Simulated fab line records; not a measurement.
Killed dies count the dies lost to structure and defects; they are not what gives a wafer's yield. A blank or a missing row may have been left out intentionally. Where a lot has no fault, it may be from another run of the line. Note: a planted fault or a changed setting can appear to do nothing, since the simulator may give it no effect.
Which tool did it? :: flow gf180mcu :: 7 lots with 21 wafers sampled at 4 steps, on a route of 602 steps

== WHAT THE GAUGES SHOWED, per wafer ==
GF_V4_BOW_MEAS_05.
lot: L683
measured: day 24 11:01
on: filmMetro-03
V4_BOW (um): 152 136 136

lot: L686
measured: day 25 07:55
on: filmMetro-03
V4_BOW (um): 142 152 157

lot: L690
measured: day 26 13:20
on: filmMetro-04
V4_BOW (um): 146 136 137

lot: L692
measured: day 27 06:40
on: filmMetro-04
V4_BOW (um): 136 125 139

lot: L696
measured: day 28 08:43
on: filmMetro-03
V4_BOW (um): 130 130 132

lot: L701
measured: day 29 18:50
on: filmMetro-01
V4_BOW (um): 128 131 140

lot: L704
measured: day 30 14:17
on: filmMetro-01
V4_BOW (um): 140 144 139

== WHICH TOOL RAN EACH LOT (tool, then ch and the chambers of the sampled wafers, then the start) ==
lot: L683
GF_SAB_ETCH_11: rieDiel-04 ch 1,2, day 16 01:27
GF_V3_SPUTTER_22: pvdSputter-03, day 23 10:54
GF_M4_SPUTTER_01: pvdSputter-01, day 23 11:38

lot: L686
GF_SAB_ETCH_11: rieDiel-01 ch 0,2,3, day 17 00:25
GF_V3_SPUTTER_22: pvdSputter-01, day 24 07:33
GF_M4_SPUTTER_01: pvdSputter-04, day 24 08:17

lot: L690
GF_SAB_ETCH_11: rieDiel-04 ch 0,1,2, day 18 07:47
GF_V3_SPUTTER_22: pvdSputter-02, day 25 14:01
GF_M4_SPUTTER_01: pvdSputter-01, day 25 14:45

lot: L692
GF_SAB_ETCH_11: rieDiel-04 ch 0,2, day 19 04:41
GF_V3_SPUTTER_22: pvdSputter-03, day 26 07:55
GF_M4_SPUTTER_01: pvdSputter-04, day 26 08:39

lot: L696
GF_SAB_ETCH_11: rieDiel-04 ch 1,2, day 20 13:56
GF_V3_SPUTTER_22: pvdSputter-03, day 27 11:08
GF_M4_SPUTTER_01: pvdSputter-04, day 27 11:52

lot: L701
GF_SAB_ETCH_11: rieDiel-01 ch 0,2,3, day 22 05:09
GF_V3_SPUTTER_22: pvdSputter-01, day 28 21:31
GF_M4_SPUTTER_01: pvdSputter-02, day 28 22:16

lot: L704
GF_SAB_ETCH_11: rieDiel-01 ch 0,2,3, day 23 05:39
GF_V3_SPUTTER_22: pvdSputter-01, day 29 17:37
GF_M4_SPUTTER_01: pvdSputter-04, day 29 18:20
- GF_SAB_ETCH_11: etches SiO2 in C4F8/O2/Ar, target depth 55 nm, time 8.5 s.
- GF_V3_SPUTTER_22: material TiN, target thk 10 nm, time 38.69 s.
- GF_M4_SPUTTER_01: material TiN, target thk 30 nm, time 25 s.

== THE ANSWER, worked out from the rows above alone ==
Rule: what is usual is taken from the lots themselves. The widest of any qualifying gaps counts: lots, ordered by their means at a reading, are off when they make up no more than a third of the lots, leave a main group of 4 or more, and stand apart from it by 3 or more times the standard deviation of that group's means. A main group whose means are all the same, to the digits that the tables above print for the reading, isn't used. A lot without any number at a reading at which 4 lots or more have one is off too. Where the step has rows for the other lots, those lots are counted as sound.
No lot is off on any of the readings shown, so nothing can be concluded from this.

== WHAT THE SIMULATOR HAD PUT IN ==
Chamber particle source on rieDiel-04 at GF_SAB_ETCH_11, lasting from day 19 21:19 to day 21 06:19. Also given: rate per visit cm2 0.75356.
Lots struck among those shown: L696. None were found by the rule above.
